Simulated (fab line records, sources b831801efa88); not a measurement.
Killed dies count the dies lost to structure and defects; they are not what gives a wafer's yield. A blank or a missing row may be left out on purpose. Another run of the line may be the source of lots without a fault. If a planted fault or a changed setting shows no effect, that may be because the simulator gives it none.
fab line records :: flow sky130
record:
  lots: 7
  wafers: 21
  last-day: 50
route steps=708 shown METAL4@635 VIA4@639
lots with no fault: from the same line, run without faults
start-h: the number of hours between the record's first day and the start of the first shown wafer of the lot :: wait-h: hours elapsed since this lot's preceding step :: " as in the row above :: L1.1+2: a row that stands for several wafers :: - no value, or no start was given :: * or withheld: withheld :: < > ~ a bound
route shown NAME@n: a module of which the file shows steps, and the number in the route of the first :: usual: mean and standard deviation over wafers with no fault :: same: alike in all rows :: chamber/n: place in a boat :: sites: the reading at each site :: _std_site: standard deviation across them :: _edge_site: the outer-site mean with the inner-site mean subtracted :: radius-mm: how far each site lies from the wafer's centre :: mask NAME#n: copy n :: behind: the most recent tool/chamber to have shaped the wafer :: hold: why the lot went on hold/how many hours it stayed there/how the hold came to an end :: device: which transistor (n, p or np) failed to switch :: end of line: tests run on the same wafers once the route is complete :: step lacking rows: just its recipe :: killed: dies lost to structure and defects at the first sort, not the wafer's yield :: map: per-die view of a wafer (x killed, . not killed, _ where there is no die)
set.NAME: the setting the step ran with; set.NAME@STEP: the setting that earlier step ran with :: model.NAME: the simulator's own value behind a step, which no gauge read
certain route steps with their lots: each step a table, each wafer a row
services: a tool's chamber out of use, with start hour (start-h, from the record's first day; less than 0 if before it), hours out, and reason
== steps ==
step: SKY_METAL4_STRIP_19
recipe:
  chemistry: O2/N2
  power-w: 1400
  pressure-mtorr: 1500
  platen-temp-c: withheld
  o2-flow-sccm: 3000
  n2-flow-sccm: 300
  overash-fraction: 0.5
usual:
  drypump-motor-current-A: 5.6/0.33
  oes-product-au: 0.504/0.0059
  strip-time-to-endpoint-s: 6.58/0.081
lot.wafer: L571.1
tool: plasma-asher-04
chamber: 1
start-h: 980.14
wait-h: 0.1
drypump-motor-current-A: 5.6
oes-product-au: 0.507
rf-hours-counter-h: 55
strip-time-to-endpoint-s: 6.51

lot.wafer: L571.2
tool: plasma-asher-04
chamber: 0
start-h: 980.14
wait-h: 0.1
drypump-motor-current-A: 5.3
oes-product-au: 0.512
rf-hours-counter-h: 55
strip-time-to-endpoint-s: 6.61

lot.wafer: L571.6
tool: plasma-asher-04
chamber: 1
start-h: 980.14
wait-h: 0.1
drypump-motor-current-A: 5.6
oes-product-au: 0.503
rf-hours-counter-h: -
strip-time-to-endpoint-s: 6.50

lot.wafer: L577.2
tool: plasma-asher-02
chamber: 1
start-h: 1028.87
wait-h: 0.1
drypump-motor-current-A: 6.1
oes-product-au: 0.509
rf-hours-counter-h: 122
strip-time-to-endpoint-s: 6.74

lot.wafer: L577.4
tool: plasma-asher-02
chamber: 0
start-h: 1028.87
wait-h: 0.1
drypump-motor-current-A: 6.0
oes-product-au: 0.511
rf-hours-counter-h: -
strip-time-to-endpoint-s: 6.69

lot.wafer: L577.5
tool: plasma-asher-02
chamber: 0
start-h: 1028.87
wait-h: 0.1
drypump-motor-current-A: 5.9
oes-product-au: 0.510
rf-hours-counter-h: -
strip-time-to-endpoint-s: 6.72

lot.wafer: L588.1
tool: plasma-asher-01
chamber: 0
start-h: 1093.21
wait-h: 0.1
drypump-motor-current-A: 5.5
oes-product-au: 0.501
rf-hours-counter-h: 95
strip-time-to-endpoint-s: 6.52

lot.wafer: L588.4
tool: plasma-asher-01
chamber: 1
start-h: 1093.21
wait-h: 0.1
drypump-motor-current-A: 5.2
oes-product-au: 0.498
rf-hours-counter-h: -
strip-time-to-endpoint-s: 6.49

lot.wafer: L588.6
tool: plasma-asher-01
chamber: 0
start-h: 1093.21
wait-h: 0.1
drypump-motor-current-A: 5.5
oes-product-au: 0.504
rf-hours-counter-h: -
strip-time-to-endpoint-s: 6.55

lot.wafer: L589.2
tool: plasma-asher-01
chamber: 1
start-h: 1096.55
wait-h: 0.1
drypump-motor-current-A: 5.2
oes-product-au: 0.501
rf-hours-counter-h: 95
strip-time-to-endpoint-s: 6.52

lot.wafer: L589.3
tool: plasma-asher-01
chamber: 0
start-h: 1096.55
wait-h: 0.1
drypump-motor-current-A: 5.5
oes-product-au: 0.496
rf-hours-counter-h: -
strip-time-to-endpoint-s: 6.54

lot.wafer: L589.4
tool: plasma-asher-01
chamber: 1
start-h: 1096.55
wait-h: 0.1
drypump-motor-current-A: 5.2
oes-product-au: 0.503
rf-hours-counter-h: -
strip-time-to-endpoint-s: 6.50

lot.wafer: L590.2
tool: plasma-asher-02
chamber: 0
start-h: 1098.82
wait-h: 0.1
drypump-motor-current-A: 5.9
oes-product-au: 0.507
rf-hours-counter-h: 3
strip-time-to-endpoint-s: 6.50

lot.wafer: L590.3
tool: plasma-asher-02
chamber: 0
start-h: 1098.82
wait-h: 0.1
drypump-motor-current-A: 5.9
oes-product-au: 0.499
rf-hours-counter-h: -
strip-time-to-endpoint-s: 6.44

lot.wafer: L590.6
tool: plasma-asher-02
chamber: 0
start-h: 1098.82
wait-h: 0.1
drypump-motor-current-A: 6.0
oes-product-au: 0.491
rf-hours-counter-h: -
strip-time-to-endpoint-s: 6.43

lot.wafer: L592.2
tool: plasma-asher-01
chamber: 0
start-h: 1117.34
wait-h: 0.1
drypump-motor-current-A: 5.5
oes-product-au: 0.500
rf-hours-counter-h: 97
strip-time-to-endpoint-s: 6.53

lot.wafer: L592.4
tool: plasma-asher-01
chamber: 0
start-h: 1117.34
wait-h: 0.1
drypump-motor-current-A: 5.5
oes-product-au: 0.518
rf-hours-counter-h: -
strip-time-to-endpoint-s: 6.58

lot.wafer: L592.5
tool: plasma-asher-01
chamber: 1
start-h: 1117.34
wait-h: 0.1
drypump-motor-current-A: 5.2
oes-product-au: 0.490
rf-hours-counter-h: -
strip-time-to-endpoint-s: 6.54

lot.wafer: L594.1
tool: plasma-asher-01
chamber: 1
start-h: 1128.97
wait-h: 0.1
drypump-motor-current-A: 5.2
oes-product-au: 0.506
rf-hours-counter-h: 98
strip-time-to-endpoint-s: 6.64

lot.wafer: L594.2
tool: plasma-asher-01
chamber: 0
start-h: 1128.97
wait-h: 0.1
drypump-motor-current-A: 5.5
oes-product-au: 0.514
rf-hours-counter-h: 98
strip-time-to-endpoint-s: 6.74

lot.wafer: L594.3
tool: plasma-asher-01
chamber: 1
start-h: 1128.97
wait-h: 0.1
drypump-motor-current-A: 5.2
oes-product-au: 0.508
rf-hours-counter-h: -
strip-time-to-endpoint-s: 6.69
step: SKY_METAL4_STRIP_20
recipe:
  chemistry: post-etch-residue-remover
  time-s: 1200
  temp-c: 72.5
step: SKY_METAL4_CLEAN_21
recipe:
  chemistry: IPA
  time-s: 180
  temp-c: 25
step: SKY_METAL4_CLEAN_22
recipe:
  chemistry: O3/DIW
  dry: n2-spin
step: SKY_VIA4_HDPCVD_00
recipe:
  material: SiO2
  target-thk-nm: 1750
  sigma-open-frac: 0.3
  time-s: 291.7
  temp-c: 400
  sih4-flow-sccm: 60
  pressure-mtorr: 6
step: SKY_VIA4_THK_MEAS_01
recipe:
  reads: SiO2_of_VIA4_HDPCVD_00
usual:
  VIA4_HDPCVD_THK: 1750/19
lot.wafer: L571.1
tool: film-metro-03
chamber: -
start-h: 980.95
wait-h: 0.1
VIA4_HDPCVD_THK[nm]: 1740

lot.wafer: L571.2
tool: film-metro-03
chamber: -
start-h: 980.95
wait-h: 0.1
VIA4_HDPCVD_THK[nm]: 1750

lot.wafer: L571.6
tool: film-metro-03
chamber: -
start-h: 980.95
wait-h: 0.1
VIA4_HDPCVD_THK[nm]: 1769

lot.wafer: L577.2
tool: film-metro-02
chamber: -
start-h: 1029.66
wait-h: 0.1
VIA4_HDPCVD_THK[nm]: 1716

lot.wafer: L577.4
tool: film-metro-02
chamber: -
start-h: 1029.66
wait-h: 0.1
VIA4_HDPCVD_THK[nm]: 1753

lot.wafer: L577.5
tool: film-metro-02
chamber: -
start-h: 1029.66
wait-h: 0.1
VIA4_HDPCVD_THK[nm]: 1726

lot.wafer: L588.1
tool: film-metro-03
chamber: -
start-h: 1093.98
wait-h: 0.1
VIA4_HDPCVD_THK[nm]: 1731

lot.wafer: L588.4
tool: film-metro-03
chamber: -
start-h: 1093.98
wait-h: 0.1
VIA4_HDPCVD_THK[nm]: 1776

lot.wafer: L588.6
tool: film-metro-03
chamber: -
start-h: 1093.98
wait-h: 0.1
VIA4_HDPCVD_THK[nm]: 1769

lot.wafer: L589.2
tool: film-metro-03
chamber: -
start-h: 1097.35
wait-h: 0.1
VIA4_HDPCVD_THK[nm]: 1738

lot.wafer: L589.3
tool: film-metro-03
chamber: -
start-h: 1097.35
wait-h: 0.1
VIA4_HDPCVD_THK[nm]: 1746

lot.wafer: L589.4
tool: film-metro-03
chamber: -
start-h: 1097.35
wait-h: 0.1
VIA4_HDPCVD_THK[nm]: 1762

lot.wafer: L590.2
tool: film-metro-02
chamber: -
start-h: 1099.60
wait-h: 0.1
VIA4_HDPCVD_THK[nm]: 1740

lot.wafer: L590.3
tool: film-metro-02
chamber: -
start-h: 1099.60
wait-h: 0.1
VIA4_HDPCVD_THK[nm]: 1719

lot.wafer: L590.6
tool: film-metro-02
chamber: -
start-h: 1099.60
wait-h: 0.1
VIA4_HDPCVD_THK[nm]: 1722

lot.wafer: L592.2
tool: film-metro-03
chamber: -
start-h: 1118.24
wait-h: 0.1
VIA4_HDPCVD_THK[nm]: 1736

lot.wafer: L592.4
tool: film-metro-03
chamber: -
start-h: 1118.24
wait-h: 0.1
VIA4_HDPCVD_THK[nm]: 1732

lot.wafer: L592.5
tool: film-metro-03
chamber: -
start-h: 1118.24
wait-h: 0.1
VIA4_HDPCVD_THK[nm]: 1748

lot.wafer: L594.1
tool: film-metro-01
chamber: -
start-h: 1129.74
wait-h: 0.1
VIA4_HDPCVD_THK[nm]: 1748

lot.wafer: L594.2
tool: film-metro-01
chamber: -
start-h: 1129.74
wait-h: 0.1
VIA4_HDPCVD_THK[nm]: 1745

lot.wafer: L594.3
tool: film-metro-01
chamber: -
start-h: 1129.74
wait-h: 0.1
VIA4_HDPCVD_THK[nm]: 1723
step: SKY_VIA4_CMP_02
recipe:
  material: SiO2
  down-force-psi: 4
  platen-rpm: 60
  pad-velocity-m-s: 0.94248
usual:
  motor-current-A: 12.3/1
  slurry-flow-ml-min: 150.0/0.49
lot.wafer: L571.2
tool: cmp-01
chamber: 3
start-h: 981.12
wait-h: 0.1
motor-current-A: 10.7
slurry-flow-ml-min: 150.3

lot.wafer: L571.1
tool: cmp-01
chamber: 2
start-h: 981.12
wait-h: 0.1
motor-current-A: 13.7
slurry-flow-ml-min: 150.0

lot.wafer: L571.6
tool: cmp-01
chamber: 3
start-h: 981.12
wait-h: 0.1
motor-current-A: 9.9
slurry-flow-ml-min: 150.3

lot.wafer: L577.4
tool: cmp-01
chamber: 1
start-h: 1029.71
wait-h: 0.0
motor-current-A: 12.1
slurry-flow-ml-min: 150.0

lot.wafer: L577.2
tool: cmp-01
chamber: 0
start-h: 1029.71
wait-h: 0.0
motor-current-A: 12.7
slurry-flow-ml-min: 151.0

lot.wafer: L577.5
tool: cmp-01
chamber: 2
start-h: 1029.71
wait-h: 0.0
motor-current-A: 13.7
slurry-flow-ml-min: 149.4

lot.wafer: L588.4
tool: cmp-01
chamber: 0
start-h: 1094.04
wait-h: 0.0
motor-current-A: 12.3
slurry-flow-ml-min: 150.5

lot.wafer: L588.1
tool: cmp-01
chamber: 3
start-h: 1094.04
wait-h: 0.0
motor-current-A: 10.4
slurry-flow-ml-min: 149.6

lot.wafer: L588.6
tool: cmp-01
chamber: 0
start-h: 1094.04
wait-h: 0.0
motor-current-A: 11.9
slurry-flow-ml-min: 149.9

lot.wafer: L589.4
tool: cmp-02
chamber: 3
start-h: 1097.45
wait-h: 0.1
motor-current-A: 11.7
slurry-flow-ml-min: 150.2

lot.wafer: L589.2
tool: cmp-02
chamber: 0
start-h: 1097.45
wait-h: 0.1
motor-current-A: 12.6
slurry-flow-ml-min: 149.8

lot.wafer: L589.3
tool: cmp-02
chamber: 1
start-h: 1097.45
wait-h: 0.1
motor-current-A: 11.8
slurry-flow-ml-min: 150.3

lot.wafer: L590.3
tool: cmp-01
chamber: 1
start-h: 1099.65
wait-h: 0.0
motor-current-A: 11.8
slurry-flow-ml-min: 149.1

lot.wafer: L590.2
tool: cmp-01
chamber: 3
start-h: 1099.65
wait-h: 0.0
motor-current-A: 10.2
slurry-flow-ml-min: 150.1

lot.wafer: L590.6
tool: cmp-01
chamber: 2
start-h: 1099.65
wait-h: 0.0
motor-current-A: 13.4
slurry-flow-ml-min: 150.3

lot.wafer: L592.2
tool: cmp-01
chamber: 1
start-h: 1118.29
wait-h: 0.0
motor-current-A: 11.7
slurry-flow-ml-min: 149.5

lot.wafer: L592.4
tool: cmp-01
chamber: 2
start-h: 1118.29
wait-h: 0.0
motor-current-A: 13.5
slurry-flow-ml-min: 149.0

lot.wafer: L592.5
tool: cmp-01
chamber: 1
start-h: 1118.29
wait-h: 0.0
motor-current-A: 12.1
slurry-flow-ml-min: 150.3

lot.wafer: L594.2
tool: cmp-01
chamber: 0
start-h: 1129.85
wait-h: 0.1
motor-current-A: 12.1
slurry-flow-ml-min: 150.2

lot.wafer: L594.3
tool: cmp-01
chamber: 1
start-h: 1129.85
wait-h: 0.1
motor-current-A: 11.7
slurry-flow-ml-min: 150.2

lot.wafer: L594.1
tool: cmp-01
chamber: 2
start-h: 1129.85
wait-h: 0.1
motor-current-A: 13.7
slurry-flow-ml-min: 149.9
step: SKY_VIA4_BOW_MEAS_03
recipe:
  mode: bow
usual:
  VIA4_BOW: 82/8.7
lot.wafer: L571.1
tool: film-metro-01
chamber: -
start-h: 981.42
wait-h: 0.1
VIA4_BOW[um]: 80

lot.wafer: L571.2
tool: film-metro-01
chamber: -
start-h: 981.42
wait-h: 0.1
VIA4_BOW[um]: 68

lot.wafer: L571.6
tool: film-metro-01
chamber: -
start-h: 981.42
wait-h: 0.1
VIA4_BOW[um]: 84

lot.wafer: L577.2
tool: film-metro-02
chamber: -
start-h: 1030.03
wait-h: 0.1
VIA4_BOW[um]: 85

lot.wafer: L577.4
tool: film-metro-02
chamber: -
start-h: 1030.03
wait-h: 0.1
VIA4_BOW[um]: 84

lot.wafer: L577.5
tool: film-metro-02
chamber: -
start-h: 1030.03
wait-h: 0.1
VIA4_BOW[um]: 88

lot.wafer: L588.1
tool: film-metro-02
chamber: -
start-h: 1094.34
wait-h: 0.1
VIA4_BOW[um]: 94

lot.wafer: L588.4
tool: film-metro-02
chamber: -
start-h: 1094.34
wait-h: 0.1
VIA4_BOW[um]: 77

lot.wafer: L588.6
tool: film-metro-02
chamber: -
start-h: 1094.34
wait-h: 0.1
VIA4_BOW[um]: 87

lot.wafer: L589.2
tool: film-metro-03
chamber: -
start-h: 1097.72
wait-h: 0.2
VIA4_BOW[um]: 93

lot.wafer: L589.3
tool: film-metro-03
chamber: -
start-h: 1097.72
wait-h: 0.2
VIA4_BOW[um]: 86

lot.wafer: L589.4
tool: film-metro-03
chamber: -
start-h: 1097.72
wait-h: 0.2
VIA4_BOW[um]: 92

lot.wafer: L590.2
tool: film-metro-03
chamber: -
start-h: 1099.97
wait-h: 0.2
VIA4_BOW[um]: 89

lot.wafer: L590.3
tool: film-metro-03
chamber: -
start-h: 1099.97
wait-h: 0.2
VIA4_BOW[um]: 75

lot.wafer: L590.6
tool: film-metro-03
chamber: -
start-h: 1099.97
wait-h: 0.2
VIA4_BOW[um]: 79

lot.wafer: L592.2
tool: film-metro-02
chamber: -
start-h: 1118.61
wait-h: 0.3
VIA4_BOW[um]: 100

lot.wafer: L592.4
tool: film-metro-02
chamber: -
start-h: 1118.61
wait-h: 0.3
VIA4_BOW[um]: 88

lot.wafer: L592.5
tool: film-metro-02
chamber: -
start-h: 1118.61
wait-h: 0.3
VIA4_BOW[um]: 98

lot.wafer: L594.1
tool: film-metro-01
chamber: -
start-h: 1130.10
wait-h: 0.1
VIA4_BOW[um]: 75

lot.wafer: L594.2
tool: film-metro-01
chamber: -
start-h: 1130.10
wait-h: 0.1
VIA4_BOW[um]: 71

lot.wafer: L594.3
tool: film-metro-01
chamber: -
start-h: 1130.10
wait-h: 0.1
VIA4_BOW[um]: 83
step: SKY_VIA4_DEHYDRATE_04
recipe:
  temp-c: 200
  time-s: 60
step: SKY_VIA4_HMDS_05
recipe:
  prime-time-s: 60
  prime-temp-c: 120
step: SKY_VIA4_COAT_06
recipe:
  resist: NOVOLAK
  spin-rpm: 3000
  resist-thk-nm: 1140
step: SKY_VIA4_SOFTBAKE_07
recipe:
  temp-c: 90
  time-s: 60
  resist: NOVOLAK
step: SKY_VIA4_EXPOSE_08
recipe:
  mask-id: VIM4
  na: 0.6
  source-shape: conventional
  sigma-outer: 0.6
  polarization: unpolarized
  target-cd-nm: 800
  dose-mj: 132
usual:
  exposure-dose-mJ-cm2: 132.02/0.13
  focus-offset-nm: 0.0/0.52
  stage-vel-mm-s: 499.99/0.27
lot.wafer: L571.1
tool: iline-stepper-01
chamber: 0
start-h: 993.36
wait-h: -
mask: VIM4#0
exposure-dose-mJ-cm2: 132.01
focus-offset-nm: -0.2
stage-vel-mm-s: 499.62

lot.wafer: L571.2
tool: iline-stepper-01
chamber: 0
start-h: 993.36
wait-h: -
mask: VIM4#0
exposure-dose-mJ-cm2: 131.95
focus-offset-nm: -0.4
stage-vel-mm-s: 499.84

lot.wafer: L571.6
tool: iline-stepper-01
chamber: 0
start-h: 993.36
wait-h: -
mask: VIM4#0
exposure-dose-mJ-cm2: 132.24
focus-offset-nm: -0.3
stage-vel-mm-s: 499.78

lot.wafer: L577.2
tool: iline-stepper-02
chamber: 0
start-h: 1041.02
wait-h: -
mask: VIM4#0
exposure-dose-mJ-cm2: 132.07
focus-offset-nm: -1.2
stage-vel-mm-s: 499.73

lot.wafer: L577.4
tool: iline-stepper-02
chamber: 0
start-h: 1041.02
wait-h: -
mask: VIM4#0
exposure-dose-mJ-cm2: 132.03
focus-offset-nm: -0.4
stage-vel-mm-s: 499.42

lot.wafer: L577.5
tool: iline-stepper-02
chamber: 0
start-h: 1041.02
wait-h: -
mask: VIM4#0
exposure-dose-mJ-cm2: 132.05
focus-offset-nm: -0.9
stage-vel-mm-s: 499.72

lot.wafer: L588.1
tool: iline-stepper-01
chamber: -
start-h: 1103.39
wait-h: -
mask: VIM4#0
exposure-dose-mJ-cm2: -
focus-offset-nm: -
stage-vel-mm-s: -

lot.wafer: L588.4
tool: iline-stepper-01
chamber: -
start-h: 1103.39
wait-h: -
mask: VIM4#0
exposure-dose-mJ-cm2: -
focus-offset-nm: -
stage-vel-mm-s: -

lot.wafer: L588.6
tool: iline-stepper-01
chamber: -
start-h: 1103.39
wait-h: -
mask: VIM4#0
exposure-dose-mJ-cm2: -
focus-offset-nm: -
stage-vel-mm-s: -

lot.wafer: L589.2
tool: iline-stepper-02
chamber: -
start-h: 1108.00
wait-h: -
mask: VIM4#0
exposure-dose-mJ-cm2: -
focus-offset-nm: -
stage-vel-mm-s: -

lot.wafer: L589.3
tool: iline-stepper-02
chamber: -
start-h: 1108.00
wait-h: -
mask: VIM4#0
exposure-dose-mJ-cm2: -
focus-offset-nm: -
stage-vel-mm-s: -

lot.wafer: L589.4
tool: iline-stepper-02
chamber: -
start-h: 1108.00
wait-h: -
mask: VIM4#0
exposure-dose-mJ-cm2: -
focus-offset-nm: -
stage-vel-mm-s: -

lot.wafer: L590.2
tool: iline-stepper-01
chamber: -
start-h: 1110.35
wait-h: -
mask: VIM4#0
exposure-dose-mJ-cm2: -
focus-offset-nm: -
stage-vel-mm-s: -

lot.wafer: L590.3
tool: iline-stepper-01
chamber: -
start-h: 1110.35
wait-h: -
mask: VIM4#0
exposure-dose-mJ-cm2: -
focus-offset-nm: -
stage-vel-mm-s: -

lot.wafer: L590.6
tool: iline-stepper-01
chamber: -
start-h: 1110.35
wait-h: -
mask: VIM4#0
exposure-dose-mJ-cm2: -
focus-offset-nm: -
stage-vel-mm-s: -

lot.wafer: L592.2
tool: iline-stepper-01
chamber: 0
start-h: 1128.33
wait-h: -
mask: VIM4#0
exposure-dose-mJ-cm2: 131.91
focus-offset-nm: 0.1
stage-vel-mm-s: 500.26

lot.wafer: L592.4
tool: iline-stepper-01
chamber: 0
start-h: 1128.33
wait-h: -
mask: VIM4#0
exposure-dose-mJ-cm2: 131.91
focus-offset-nm: 0.0
stage-vel-mm-s: 500.25

lot.wafer: L592.5
tool: iline-stepper-01
chamber: 0
start-h: 1128.33
wait-h: -
mask: VIM4#0
exposure-dose-mJ-cm2: 132.00
focus-offset-nm: -0.4
stage-vel-mm-s: 500.33

lot.wafer: L594.1
tool: iline-stepper-01
chamber: 0
start-h: 1140.23
wait-h: -
mask: VIM4#0
exposure-dose-mJ-cm2: 131.99
focus-offset-nm: 0.5
stage-vel-mm-s: 499.77

lot.wafer: L594.2
tool: iline-stepper-01
chamber: 0
start-h: 1140.23
wait-h: -
mask: VIM4#0
exposure-dose-mJ-cm2: 132.03
focus-offset-nm: -0.1
stage-vel-mm-s: 499.96

lot.wafer: L594.3
tool: iline-stepper-01
chamber: 0
start-h: 1140.23
wait-h: -
mask: VIM4#0
exposure-dose-mJ-cm2: 132.01
focus-offset-nm: 0.3
stage-vel-mm-s: 500.15
step: SKY_VIA4_PEB_09
recipe:
  temp-c: withheld
  time-s: *
  resist: NOVOLAK
== services ==
tool: cmp-01
chamber: -
start-h: 961.76
hours: 6.2
kind: pm

tool: plasma-asher-02
chamber: -
start-h: 968.65
hours: 28.1
kind: pm

tool: iline-stepper-02
chamber: -
start-h: 972.47
hours: 1.7
kind: pm

tool: iline-stepper-02
chamber: -
start-h: 976.15
hours: 2.1
kind: pm

tool: cmp-02
chamber: -
start-h: 976.88
hours: 5.7
kind: repair

tool: iline-stepper-02
chamber: -
start-h: 978.23
hours: -
kind: consumable-replace:lamp

tool: iline-stepper-02
chamber: -
start-h: 980.07
hours: 1.1
kind: repair

tool: iline-stepper-02
chamber: -
start-h: 986.38
hours: 4.4
kind: pm

tool: iline-stepper-02
chamber: -
start-h: 990.82
hours: 8.9
kind: pm

tool: iline-stepper-01
chamber: -
start-h: 1011.00
hours: 1.3
kind: repair

tool: cmp-02
chamber: -
start-h: 1017.01
hours: 0.7
kind: repair

tool: plasma-asher-04
chamber: -
start-h: 1025.61
hours: 0.6
kind: repair

tool: plasma-asher-01
chamber: -
start-h: 1026.45
hours: 3.0
kind: repair

tool: plasma-asher-02
chamber: -
start-h: 1029.87
hours: 4.6
kind: repair

tool: plasma-asher-02
chamber: -
start-h: 1055.25
hours: 9.0
kind: pm

tool: iline-stepper-01
chamber: -
start-h: 1077.23
hours: 2.1
kind: pm

tool: iline-stepper-01
chamber: -
start-h: 1079.32
hours: -
kind: consumable-replace:lamp

tool: cmp-01
chamber: -
start-h: 1084.00
hours: 4.0
kind: pm

tool: cmp-01
chamber: -
start-h: 1088.00
hours: -
kind: consumable-replace:conditioner

tool: cmp-01
chamber: -
start-h: 1088.00
hours: -
kind: consumable-replace:pad

tool: cmp-01
chamber: -
start-h: 1089.23
hours: 0.4
kind: repair

tool: cmp-01
chamber: -
start-h: 1089.23
hours: 3.3
kind: repair

tool: iline-stepper-01
chamber: -
start-h: 1106.31
hours: 1.7
kind: pm

tool: plasma-asher-04
chamber: -
start-h: 1126.21
hours: 3.4
kind: repair
== key ==
first-sign:
  step: SKY_VIA4_EXPOSE_08
  reading: tool-record
  direction: missing
effect none on later readings
met-at SKY_VIA4_EXPOSE_08
struck-wafers L588.1,L588.4,L588.6,L589.2,L589.3,L589.4,L590.2,L590.3,L590.6
later-rows-left-out L588.1,L588.4,L588.6,L589.2,L589.3,L589.4,L590.2,L590.3,L590.6
sort-left-out L588.1,L588.4,L588.6,L589.2,L589.3,L589.4,L590.2,L590.3,L590.6
onset-between 1041.02 1103.39
fault:
  kind: skipped-step-whole
  tool: iline-stepper-01,iline-stepper-02
  chamber: -
  onset-h: 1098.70
  steps: SKY_VIA4_EXPOSE_08
  scope: struck-lots-only
sort-left-out: the simulated sort isn't trusted on such a fault, so these wafers' sort isn't shown, and their yield isn't known
later-rows-left-out: the simulator's readings of these wafers behind a module that went badly wrong aren't trusted and aren't shown, but for the sort
